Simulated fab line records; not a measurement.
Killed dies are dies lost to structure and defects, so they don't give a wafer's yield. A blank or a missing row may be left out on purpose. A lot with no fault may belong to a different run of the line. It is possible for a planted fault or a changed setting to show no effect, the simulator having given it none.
Problem report in the 8D (eight disciplines) form, filled by code || flow sky130 || the parts of the form that need people (team, actions taken, sign-off) are left out

== 1. WHAT WENT WRONG ==
At SKY_VT_ADJUST_NCORE_IMPLANT_09, doseIonsCm2 averages 2.2898e+12 over 6 wafers from 2 lots, while fault-free wafers read 2.4001e+12, standard deviation 2.5e+09. That puts it -44 standard deviations away from the usual mean.
First observed at day 13 07:46: wafer L454.1, on implanter-02. Wafers with a number at this step in the record: 18, from 6 lots. The rule behind "out" and "out of limits": a value lying over 4 standard deviations away from the usual mean. The other wafers with a number count as sound.

== 2. WHAT IT IS AND WHAT IT IS NOT ==
{"question": "which readings at this step", "is": "doseIonsCm2", "is not": "-"}
{"question": "which lots", "is": "L454, L455", "is not": "L441, L446, L459, L461"}
{"question": "which wafers of those lots", "is": "all that have a number", "is not": "-"}
{"question": "read on which tools", "is": "implanter-02", "is not": "implanter-01, implanter-04"}
{"question": "when", "is": "from day 13 07:46", "is not": "up to then (6 sound wafers); but 6 sound wafers of L459, L461 came after"}

== 3. WHAT RULES OUT EACH SUSPECT ==
Counting: a tool at any process step up to the reading remains a suspect when it ran all the lots that are out and ran no sound lot after the first of those.
- plasmaAsher-01 at SKY_VT_ADJUST_LVTN_STRIP_20 (strips in O2/N2): ruled out as a lasting fault. Sound lots L459 ran on it after its first lot that is out, L454 (day 12 06:59).
- implanter-02 at SKY_VT_ADJUST_NCORE_IMPLANT_09: kept. All lots that are out passed through it, beginning with L454 at day 13 07:46, and no sound lot followed; its final sound lot before that point was L446 at day 11 01:04. Its own doseIonsCm2 readings are out on those wafers.
After counting, what remains is implanter-02 at SKY_VT_ADJUST_NCORE_IMPLANT_09.

== 4. THE CAUSE (what the simulator had put in) ==
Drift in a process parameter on implanter-02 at SKY_VT_ADJUST_NCORE_IMPLANT_09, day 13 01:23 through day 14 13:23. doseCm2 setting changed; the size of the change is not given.
After counting, this tool was the only one left.

== 5. THE EFFECT CHAIN, in route order ==
One row per reading whose mean, taken over the struck wafers that have a number, lies over 3 standard deviations from the usual. Only readings whose record carries a usual standard deviation are examined. hours: median over the lots of the time between each lot's start at the first step of this table that gives one and its start at this step. sigmas: the change, counted in usual standard deviations.
{"hours": 0, "step": "SKY_VT_ADJUST_NCORE_IMPLANT_09", "reading": "doseIonsCm2", "usual": 2.4001e+12, "on struck wafers": 2.2898e+12, "change": -1.1032e+11, "sigmas": -44}
Process steps it contains:
- SKY_VT_ADJUST_NCORE_IMPLANT_09

== 6. HOW IT WOULD HAVE BEEN CAUGHT EARLIER ==
First out-of-limits reading in this record: day 13 07:46, which is 6 hours after fault onset at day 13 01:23.
